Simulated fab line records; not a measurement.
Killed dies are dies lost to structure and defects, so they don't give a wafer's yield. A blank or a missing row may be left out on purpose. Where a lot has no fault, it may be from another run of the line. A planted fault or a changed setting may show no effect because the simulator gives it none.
Problem report in the 8D (eight disciplines) form, filled by code / flow sky130 / the parts of the form that need people (team, actions taken, sign-off) are left out

== 1. THE PROBLEM ==
At SKY_LDD_N_IMPLANT_09, dose-ions-cm2 averages 6.8e+13 over 6 wafers from 2 lots, while fault-free wafers read 7.5e+13, standard deviation 8.4e+10. That is -86 standard deviations from the usual mean.
First observed at day 23 07:13: wafer L484.1, on implanter-03. The record holds 18 wafers of 6 lots with a number at this step. Rule for "out", or "out of limits": more than 4 standard deviations from the usual mean. The rest of the wafers with a number are treated as sound.

== 2. WHAT THIS IS AND IS NOT ==
question=which readings at this step | is=dose-ions-cm2 | is not=-
question=which lots | is=L484, L487 | is not=L472, L489, L492, L494
question=which wafers of those lots | is=all that have a number | is not=-
question=read on which tools | is=implanter-03 | is not=implanter-01, implanter-02
question=when | is=from day 23 07:13 | is not=up to then (3 sound wafers); but 9 sound wafers of L489, L492, L494 came after

== 3. THE SUSPECTS, EACH WITH WHAT RULES IT OUT ==
Counting: any tool at a process step up to the reading is kept as a suspect provided that every lot that is out went through it and no sound lot did after the first of them.
- implanter-03 at SKY_LDD_N_IMPLANT_09: ruled out as a lasting fault. Following L484 (day 23 07:13), the first lot on it that is out, the sound lots L494 were run on it.
Left after counting: nothing in the record.

== 4. THE CAUSE (what the simulator had put in) ==
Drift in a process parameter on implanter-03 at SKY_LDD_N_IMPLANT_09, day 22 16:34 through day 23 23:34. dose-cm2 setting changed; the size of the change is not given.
Counting ruled it out, wrongly.

== 5. THE CHAIN OF EFFECTS, in route order ==
Each row: a reading whose mean over the struck wafers that have a number lies more than 3 standard deviations from the usual. Only readings whose record carries a usual standard deviation are examined. hours: median over the lots of the time between each lot's start at the first step of this table that gives one and its start at this step. sigmas: the change, counted in usual standard deviations.
hours=0; step=SKY_LDD_N_IMPLANT_09; reading=dose-ions-cm2; usual=7.5e+13; on struck wafers=6.8e+13; change=-7.3e+12; sigmas=-86
hours=0; step=SKY_LDD_N_IMPLANT_09; reading=faraday-current-uA; usual=419; on struck wafers=384; change=-36; sigmas=-3.2
Here are the process steps it includes:
- SKY_LDD_N_IMPLANT_09

== 6. WHAT WOULD HAVE CAUGHT IT SOONER ==
15 hours passed between the start of the fault at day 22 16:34 and the first reading out of limits in this record, taken at day 23 07:13.
